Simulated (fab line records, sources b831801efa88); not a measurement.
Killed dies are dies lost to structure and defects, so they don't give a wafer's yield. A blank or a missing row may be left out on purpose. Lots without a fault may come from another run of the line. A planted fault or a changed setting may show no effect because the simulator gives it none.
Problem report in the 8D (eight disciplines) form, filled by code | flow sky130 | the parts of the form that need people (team, actions taken, sign-off) are left out

1. THE PROBLEM
cd_nm at SKY_METAL4_CD_MEAS_13 reads a mean of 254.2 nm on 2 wafers of 2 lots; wafers without a fault read 300.0 nm with a standard deviation of 1.4. That is -33 standard deviations from the usual mean.
The step: target cd 300 nm.
First seen on wafer L162.4, day 43 09:37, on cd_sem-01. The record holds 32 wafers of 11 lots with a number at this step. Rule for "out", or "out of limits": more than 4 standard deviations from the usual mean. The other wafers with a number count as sound.

2. WHAT IT IS AND WHAT IT IS NOT
question                    | is                | is not
which readings at this step | cd_nm             | -
which lots                  | L162, L166        | L157, L158, L159, L172, L174, L177, L178, L179, L180
which wafers of those lots  | L162.4, L166.4    | L162.1, L162.2, L166.5
read on which gauges        | cd_sem-01         | cd_sem-02
when                        | from day 43 09:37 | up to then (11 sound wafers); but 19 sound wafers of L166, L172, L174, L177, L178, L179, L180 came after

3. SUSPECTS, AND WHAT RULES EACH OUT
Counting: a tool at a process step up to the reading stays a suspect if it ran every lot that is out. Sound lots after the first of them don't rule it out here, since some wafers of a struck lot are sound.
- the gauge at SKY_METAL4_CD_MEAS_13: ruled out. All the wafers that are out were read on cd_sem-01, but those of them that SKY_PAD_OPEN_PROBE_99 has rows for are out there too, on other tools.
- plasma_asher-03 at SKY_LDD_HVP_STRIP_09 (strips in O2/N2): kept. It ran every lot that is out, first L162 (day 23 20:57).
- krf_scanner-02 at SKY_METAL4_EXPOSE_10 (exposes mask MM4, target cd 300 nm): kept. It ran every lot that is out, first L162 (day 42 22:55); its last sound lot up to then is L159 (day 42 03:07).
Left after counting: plasma_asher-03 at SKY_LDD_HVP_STRIP_09, krf_scanner-02 at SKY_METAL4_EXPOSE_10.

4. THE CAUSE (what the simulator had put in)
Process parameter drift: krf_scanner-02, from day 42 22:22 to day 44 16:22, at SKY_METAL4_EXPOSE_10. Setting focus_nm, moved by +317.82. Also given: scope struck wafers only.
Counting left 2 suspects, and this tool is among them.

5. THE CHAIN OF EFFECTS, in route order
Each row: a reading whose mean over the struck wafers that have a number lies more than 3 standard deviations from the usual. Only readings for which the record gives a usual standard deviation are gone through. hours: the time from each lot's start at the first step in this table that gives one to its start at this step, as a median over the lots. sigmas: the change in usual standard deviations.
hours | step                  | reading              | usual    | on struck wafers | change | sigmas
0     | SKY_METAL4_CD_MEAS_13 | cd_nm                | 300.0 nm | 254.2            | -45.8  | -33
89    | SKY_PAD_OPEN_PROBE_99 | defect_limited_yield | 81.9 %   | 69.8             | -12.1  | -6.4
89    | SKY_PAD_OPEN_PROBE_99 | killed_at_M4_up      | 3.2      | 72.0             | +68.8  | +38
89    | SKY_PAD_OPEN_PROBE_99 | killed_dies          | 89       | 148              | +60    | +6.3
89    | SKY_PAD_OPEN_PROBE_99 | killed_on_rim        | 17       | 48               | +31    | +8.2
89    | SKY_PAD_OPEN_PROBE_99 | sort_bin_5_function  | 10.7 %   | 23.4             | +12.7  | +8.5
89    | SKY_PAD_OPEN_PROBE_99 | sort_n_pass          | 403      | 344              | -60    | -6.3
89    | SKY_PAD_OPEN_PROBE_99 | sort_yield_pct       | 81.9 %   | 69.8             | -12.1  | -6.4
The process steps in it:
- SKY_PAD_OPEN_PROBE_99

6. WHAT WOULD HAVE CAUGHT IT SOONER
In this record the first reading out of limits at a measuring or inspecting step was taken at day 43 09:37, 11 hours after the fault began at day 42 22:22.
Of the lots that are out (2), L166 began SKY_METAL4_EXPOSE_10 on krf_scanner-02 after day 43 09:37. A hold on the tool at that time would have spared it.
